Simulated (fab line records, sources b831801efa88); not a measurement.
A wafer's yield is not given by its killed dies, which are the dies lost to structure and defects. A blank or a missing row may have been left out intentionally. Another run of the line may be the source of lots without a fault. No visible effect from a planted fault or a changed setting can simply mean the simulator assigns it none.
2 desks looking at one fault | flow sky130 | numbers are kept per desk, each desk with only its own; the story behind them comes last

THE TOOL OWNER'S DESK: pvd sputter-02
The tool's own readings at SKY_METAL1_SPUTTER_00 (material Ti, target thk 15 nm, time 10 s): means of the sampled wafers that have a number, for each lot that ran on this tool. Marked OUT: a lot whose mean sits more than 4 standard deviations from the usual mean, which makes it out of limits; the brackets give that distance.
Columns: A = chamber pressure pa at SKY_METAL1_SPUTTER_00, usual 0.3999 Pa; B = throttle valve pct at SKY_METAL1_SPUTTER_00, usual 30.1 %
lot  | first seen here | A                | B
L919 | day 32 12:08    | 0.4005           | 28.8
L922 | day 33 18:12    | 0.3993           | 28.8
L928 | day 35 15:33    | 0.3802 (-25) OUT | 29.4
L937 | day 38 01:33    | 0.4005           | 28.9
L939 | day 38 10:56    | 0.4000           | 29.8
This desk's finding: out of limits on L928; first on L928, day 35 15:33 (chamber pressure pa at SKY_METAL1_SPUTTER_00). Within limits: L919, L922, L937, L939.

FROM THE METROLOGY DESK
What the gauges read for every lot (on any tool): the sampled wafers with a number, averaged. Marked OUT: a lot whose mean sits more than 4 standard deviations from the usual mean, which makes it out of limits; the brackets give that distance.
Columns: A = CONTACT_W_RS at SKY_CONTACT_RS_MEAS_25, usual 0.338 ohm/sq; B = CONTACT_W_THK at SKY_CONTACT_THK_MEAS_26, usual 342 nm
lot  | first seen here | A     | B
L917 | day 32 04:06    | 0.342 | 339
L918 | day 32 07:25    | 0.332 | 349
L919 | day 32 11:41    | 0.334 | 346
L922 | day 33 17:43    | 0.343 | 338
L928 | day 35 15:04    | 0.343 | 336
L933 | day 36 21:58    | 0.342 | 343
L935 | day 37 15:01    | 0.340 | 336
L936 | day 38 00:25    | 0.337 | 339
L937 | day 38 01:05    | 0.336 | 345
L938 | day 38 08:08    | 0.340 | 340
L939 | day 38 10:28    | 0.342 | 339
L940 | day 38 21:16    | 0.336 | 347
This desk found nothing out of limits on any of the 12 lots.

ALL TOGETHER
The tool owner's desk could have raised an alarm at day 35 15:33, on L928.
Nothing out of limits was seen by the metrology desk.
The metrology desk has L928 on record, within its limits.
Every lot named ran SKY_METAL1_SPUTTER_00 on pvd sputter-02.

WHAT THE SIMULATOR PUT IN
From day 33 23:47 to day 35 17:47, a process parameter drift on pvd sputter-02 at SKY_METAL1_SPUTTER_00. The setting chamber pressure pa was moved by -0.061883, starting from 0.4. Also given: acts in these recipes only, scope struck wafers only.
Struck lots among those shown: L928.
Each desk's first reading out of limits, in hours after the fault started: the tool owner's desk, 40.
